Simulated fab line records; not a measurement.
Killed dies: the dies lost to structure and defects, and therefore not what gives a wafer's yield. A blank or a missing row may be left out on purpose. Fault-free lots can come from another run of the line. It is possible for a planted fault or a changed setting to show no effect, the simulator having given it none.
fab line records	flow sky130
record lots=12	wafers=36	lastDay=50
route steps=708 shown NWELL@78 SONOS_TUNNEL@162 POLY_GATE@232 LDD_N@251
lots that met no fault: from a run of the same line without faults
startH: start of the lot's first displayed wafer, in hours after the record's first day	waitH: time in hours since the lot's previous step	" the same as in the row above	L1.1+2: a single row standing in for several wafers	- no value, or no start was given	* or withheld: withheld	< > ~ a bound
route shown NAME@n: names a module that has steps shown in the file, with the first one's number in the route	usual: average and standard deviation across the fault-free wafers	same: alike in all rows	chamber/n: place in a boat	sites: readings site by site	_std_site: the standard deviation of these	_edge_site: outer sites' mean less inner sites'	radiusMm: how far each site lies from the wafer's centre	mask NAME#n: copy n	behind: the most recent tool/chamber to have shaped the wafer	hold: the reason the lot was held/the length of the hold in hours/how it ended	device: the transistor (n, p or np) that didn't switch	end of line: tests of these same wafers at the route's end	where a step has no rows: the recipe by itself	killed: count of dies lost to structure and defects at first sort (not the wafer's yield)	map: a wafer's dies, x killed, . not, _ none there
set.NAME: the setting that was run; set.NAME@STEP: the one run at that earlier step	model.NAME: the simulator's own value behind a step, which no gauge read
steps of the route over a sample of lots; a table a step, a row a wafer
services: when a tool's chamber went out of use (startH, in hours from the record's first day, below 0 if earlier), for how many hours, and the reason
## steps
# step SKY_NWELL_STRIP_25
# recipe chemistry=O2/N2	powerW=1400	pressureMtorr=1500	platenTempC=withheld	o2FlowSccm=3000	n2FlowSccm=300	overashFraction=0.5
# usual chamberPressureMTorr=1500.0/1.4	drypumpMotorCurrentA=5.8/0.47	o2FlowSccm=2999/9.4	oesProductAu=0.723/0.0042	stripTimeToEndpointS=36.93/0.11
# same overashFraction=0.5
lot.wafer	tool	chamber	startH	waitH	chamberPressureMTorr	drypumpMotorCurrentA	o2FlowSccm	oesProductAu	rfHoursCounterH	stripTimeToEndpointS
L451.2	plasmaAsher-03	0	108.62	0.1	1499.2	6.1	3018	0.718	41	37.03
L451.3	"	1	"	"	1500.6	6.5	2996	0.726	-	37.11
L451.4	"	0	"	"	1501.1	6.0	3008	0.733	-	37.06
L453.1	plasmaAsher-04	1	120.23	0.1	1500.3	5.5	3015	0.718	32	36.86
L453.4	"	1	"	"	1498.7	5.4	3011	0.728	-	36.86
L453.6	"	1	"	"	1499.8	5.4	3001	0.720	-	36.92
L454.2	plasmaAsher-04	1	122.82	0.1	1501.6	5.5	3001	0.723	33	37.00
L454.5	"	0	"	"	1499.0	5.0	2991	0.723	-	37.03
L454.6	"	1	"	"	1500.4	5.4	2993	0.724	-	36.89
L455.1	plasmaAsher-03	0	133.91	0.1	1501.3	6.1	3017	0.720	43	36.82
L455.3	"	0	"	"	1498.6	6.1	3003	0.725	-	36.98
L455.6	"	1	"	"	1500.4	6.5	2996	0.722	-	36.84
L457.1	plasmaAsher-04	0	145.42	0.1	1498.1	5.0	2996	0.720	35	37.02
L457.4	"	1	"	"	1499.8	5.4	3008	0.722	-	37.04
L457.5	"	1	"	"	1499.1	5.5	3000	0.717	-	37.08
L459.1	plasmaAsher-03	1	158.38	0.1	1500.1	6.4	2980	0.728	45	37.02
L459.5	"	0	"	"	1504.5	6.1	3004	0.723	-	37.08
L459.6	"	1	"	"	1497.6	6.4	2986	0.722	-	36.97
L466.1	plasmaAsher-01	0	201.86	0.1	1499.6	5.7	2990	0.723	9	37.09
L466.2	"	1	"	"	1499.5	5.9	2993	0.727	9	36.86
L466.3	"	0	"	"	1501.9	5.7	3003	0.718	-	36.97
L467.4	plasmaAsher-01	1	216.25	0.1	1500.5	5.9	3002	0.729	-	36.83
L467.5	"	1	"	"	1502.3	5.9	2997	0.719	-	36.73
L467.6	"	0	"	"	1499.4	5.8	3005	0.721	-	36.76
L470.1	plasmaAsher-01	0	225.02	0.1	1500.7	5.8	2991	0.722	12	37.07
L470.4	"	1	"	"	1498.9	5.9	2993	0.729	-	37.02
L470.6	"	0	"	"	1499.3	5.8	2991	0.726	-	36.90
L471.1	plasmaAsher-01	0	231.26	0.1	1501.1	5.8	2986	0.720	12	37.03
L471.4	"	0	"	"	1501.4	5.7	2984	0.724	-	36.96
L471.6	"	1	"	"	1497.6	5.9	3006	0.715	-	37.01
L472.3	plasmaAsher-03	1	238.01	0.1	1498.4	6.5	3000	0.720	-	37.13
L472.4	"	0	"	"	1500.2	6.1	2990	0.730	-	37.17
L472.5	"	0	"	"	1500.3	6.1	3005	0.720	-	37.00
L473.1	plasmaAsher-03	1	243.28	0.1	1499.3	6.4	2989	0.721	52	36.96
L473.3	"	1	"	"	1500.6	6.4	2990	0.724	-	36.84
L473.5	"	1	"	"	1500.2	6.5	3008	0.715	-	36.80
# step SKY_SONOS_TUNNEL_OVL_MEAS_08
# usual SONOS_TUNNEL_OVL=-0.2/1.5
lot.wafer	tool	chamber	startH	waitH	SONOS_TUNNEL_OVL[nm]
L451.2	overlay-02	-	256.35	0.1	-0.6
L451.3	"	-	"	"	1.8
L451.4	"	-	"	"	0.4
L453.1	overlay-01	-	268.60	0.1	-0.2
L453.4	"	-	"	"	1.2
L453.6	"	-	"	"	1.6
L454.2	overlay-01	-	273.55	0.1	0.7
L454.5	"	-	"	"	0.1
L454.6	"	-	"	"	1.5
L455.1	overlay-01	-	288.17	0.1	0.0
L455.3	"	-	"	"	-0.9
L455.6	"	-	"	"	0.1
L457.1	overlay-01	-	304.27	0.1	-1.2
L457.4	"	-	"	"	0.4
L457.5	"	-	"	"	-0.6
L459.1	overlay-01	-	320.04	0.1	-0.1
L459.5	"	-	"	"	-1.6
L459.6	"	-	"	"	-1.7
L466.1	overlay-01	-	377.64	0.1	0.6
L466.2	"	-	"	"	0.4
L466.3	"	-	"	"	-1.6
L467.4	overlay-02	-	397.03	0.1	-2.7
L467.5	"	-	"	"	-1.7
L467.6	"	-	"	"	-1.9
L470.1	overlay-01	-	408.61	0.1	1.0
L470.4	"	-	"	"	-0.2
L470.6	"	-	"	"	1.4
L471.1	overlay-02	-	417.39	0.1	0.9
L471.4	"	-	"	"	-0.7
L471.6	"	-	"	"	0.0
L472.3	overlay-02	-	424.10	0.1	0.8
L472.4	"	-	"	"	1.8
L472.5	"	-	"	"	0.5
L473.1	overlay-01	-	433.61	0.1	1.2
L473.3	"	-	"	"	-0.7
L473.5	"	-	"	"	-1.2
# step SKY_POLY_GATE_STRIP_18
# recipe chemistry=O2/N2	powerW=1400	pressureMtorr=1500	platenTempC=withheld	o2FlowSccm=3000	n2FlowSccm=300	overashFraction=0.5
# usual chamberPressureMTorr=1499.8/1.5	drypumpMotorCurrentA=5.9/0.31	o2FlowSccm=2998/8.7	oesProductAu=0.360/0.0052	stripTimeToEndpointS=3.164/0.028
# same overashFraction=0.5
lot.wafer	tool	chamber	startH	waitH	chamberPressureMTorr	drypumpMotorCurrentA	o2FlowSccm	oesProductAu	rfHoursCounterH	stripTimeToEndpointS
L451.2	plasmaAsher-01	0	374.61	0.0	1500.3	5.7	2995	0.362	26	3.115
L451.3	"	1	"	"	1500.7	5.9	3001	0.363	-	3.174
L451.4	"	0	"	"	1499.4	5.8	3010	0.358	-	3.139
L453.1	plasmaAsher-01	1	392.19	0.0	1498.2	5.9	3002	0.361	28	3.135
L453.4	"	0	"	"	1500.5	5.7	3004	0.360	-	3.215
L453.6	"	1	"	"	1502.2	5.9	2995	0.363	-	3.187
L454.2	plasmaAsher-01	0	406.98	0.0	1498.7	5.7	3004	0.364	29	3.225
L454.5	"	0	"	"	1499.3	5.7	2998	0.364	-	3.195
L454.6	"	1	"	"	1498.4	5.9	3014	0.368	-	3.191
L455.1	plasmaAsher-02	1	411.56	0.0	1499.3	5.6	2997	0.361	74	3.139
L455.3	"	0	"	"	1501.3	5.5	3012	0.361	-	3.172
L455.6	"	1	"	"	1498.9	5.6	2978	0.357	-	3.122
L457.1	plasmaAsher-01	0	427.03	0.0	1503.0	5.7	3006	0.352	31	3.128
L457.4	"	1	"	"	1499.1	5.9	2990	0.358	-	3.136
L457.5	"	1	"	"	1500.0	5.9	2997	0.369	-	3.183
L459.1	plasmaAsher-03	0	452.88	0.0	1500.7	6.1	2994	0.356	73	3.126
L459.5	"	1	"	"	1501.9	6.5	2990	0.355	-	3.102
L459.6	"	0	"	"	1499.3	6.1	3006	0.357	-	3.129
L466.1	plasmaAsher-01	1	515.29	0.0	1500.2	5.9	3002	0.359	42	3.179
L466.2	"	0	"	"	1501.9	5.7	2992	0.363	42	3.178
L466.3	"	0	"	"	1500.0	5.7	2998	0.362	-	3.192
L467.4	plasmaAsher-03	1	534.65	0.1	1501.7	6.5	2996	0.364	-	3.180
L467.5	"	1	"	"	1501.5	6.5	3003	0.359	-	3.137
L467.6	"	0	"	"	1499.6	6.0	3010	0.369	-	3.148
L470.1	plasmaAsher-03	1	541.68	0.0	1496.9	6.5	2988	0.359	81	3.201
L470.4	"	1	"	"	1497.7	6.5	2991	0.361	-	3.163
L470.6	"	0	"	"	1499.4	6.1	3005	0.364	-	3.224
L471.1	plasmaAsher-01	1	552.06	0.0	1500.7	5.9	3004	0.352	47	3.161
L471.4	"	1	"	"	1498.8	5.9	2990	0.355	-	3.167
L471.6	"	1	"	"	1500.6	5.9	2982	0.355	-	3.137
L472.3	plasmaAsher-01	1	559.30	0.1	1500.6	5.9	2991	0.363	-	3.175
L472.4	"	0	"	"	1498.7	5.7	3006	0.356	-	3.207
L472.5	"	1	"	"	1501.4	5.9	3005	0.362	-	3.176
L473.1	plasmaAsher-03	0	568.19	0.0	1500.6	6.1	2986	0.363	83	3.142
L473.3	"	0	"	"	1502.6	6.1	2999	0.357	-	3.110
L473.5	"	1	"	"	1503.5	6.5	3013	0.359	-	3.167
# step SKY_LDD_N_IMPLANT_14
# recipe species=BF2	energyKev=50	doseCm2=5e+12	tiltDeg=30	rotationDeg=180
# usual rotationDeg=180.00/0.035
lot.wafer	tool	chamber	startH	waitH	rotationDeg
L451.2	implanter-03	0	406.40	0.1	180.00
L451.3	"	0	"	"	180.02
L451.4	"	0	"	"	179.97
L453.1	implanter-03	0	423.57	0.1	180.00
L453.4	"	0	"	"	179.95
L453.6	"	0	"	"	179.99
L454.2	implanter-03	0	438.85	0.1	179.98
L454.5	"	0	"	"	179.97
L454.6	"	0	"	"	179.94
L455.1	implanter-03	0	446.32	0.1	402.21
L455.3	"	0	"	"	402.17
L455.6	"	0	"	"	402.18
L457.1	implanter-01	0	465.13	0.1	180.04
L457.4	"	0	"	"	180.03
L457.5	"	0	"	"	179.98
L459.1	implanter-03	0	485.77	0.1	402.23
L459.5	"	0	"	"	402.25
L459.6	"	0	"	"	402.25
L466.1	implanter-01	0	548.03	0.1	179.97
L466.2	"	0	"	"	180.02
L466.3	"	0	"	"	179.97
L467.4	implanter-02	0	566.76	0.1	179.97
L467.5	"	0	"	"	179.98
L467.6	"	0	"	"	180.00
L470.1	implanter-01	0	573.48	0.1	179.97
L470.4	"	0	"	"	180.00
L470.6	"	0	"	"	179.99
L471.1	implanter-01	0	583.58	0.1	180.02
L471.4	"	0	"	"	179.96
L471.6	"	0	"	"	180.00
L472.3	implanter-02	0	591.47	0.1	179.99
L472.4	"	0	"	"	179.98
L472.5	"	0	"	"	180.04
L473.1	implanter-02	0	600.13	0.1	179.98
L473.3	"	0	"	"	180.04
L473.5	"	0	"	"	179.99
## services
tool	chamber	startH	hours	kind
plasmaAsher-03	-	89.49	14.6	pm
plasmaAsher-01	-	108.75	9.0	pm
implanter-01	-	126.24	103.9	pm
plasmaAsher-03	-	136.41	10.1	repair
plasmaAsher-03	-	214.73	5.4	repair
implanter-03	-	214.97	2.8	repair
implanter-03	-	229.22	2.8	repair
implanter-01	-	230.11	5.9	pm
plasmaAsher-01	-	269.37	3.2	repair
implanter-01	-	271.46	4.7	repair
implanter-03	-	287.56	0.5	repair
plasmaAsher-01	-	334.71	2.2	repair
implanter-01	-	334.84	4.1	repair
plasmaAsher-01	-	359.88	2.8	pm
implanter-01	-	360.78	2.1	pm
implanter-03	-	420.01	2.3	repair
plasmaAsher-01	-	450.94	0.7	repair
implanter-01	-	456.49	6.4	repair
plasmaAsher-03	-	460.92	0.6	repair
implanter-03	-	461.44	5.3	pm
plasmaAsher-03	-	503.55	15.6	pm
plasmaAsher-01	-	506.51	0.8	repair
implanter-01	-	522.30	2.5	repair
implanter-03	-	543.57	42.0	pm
## key
firstSign step=SKY_LDD_N_IMPLANT_14	reading=rotationDeg	direction=up	sigmas=99+	usual=180.00	struck=402.21
effect none on later readings
metAt SKY_LDD_N_IMPLANT_14
struckLots L455,L459
testerLeftOut L455,L459
notActingAt SKY_NWELL_STRIP_25,SKY_SONOS_TUNNEL_OVL_MEAS_08,SKY_POLY_GATE_STRIP_18
onsetBetween 438.85 446.32
fault kind=processParameterDrift	tool=implanter-03	chamber=-	onsetH=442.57	steps=SKY_LDD_N_IMPLANT_14	channel=rotationDeg	offset=222.24	shape=step	endH=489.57	actsIn=theseRecipesOnly	stated=180
# testerLeftOut: of these lots the tester's yield and bins aren't shown, on N5 and GAA mostly nor the transistor test; their killed dies are dies lost to structure and defects alone, not to doping, threshold or leakage, so they don't give the yield
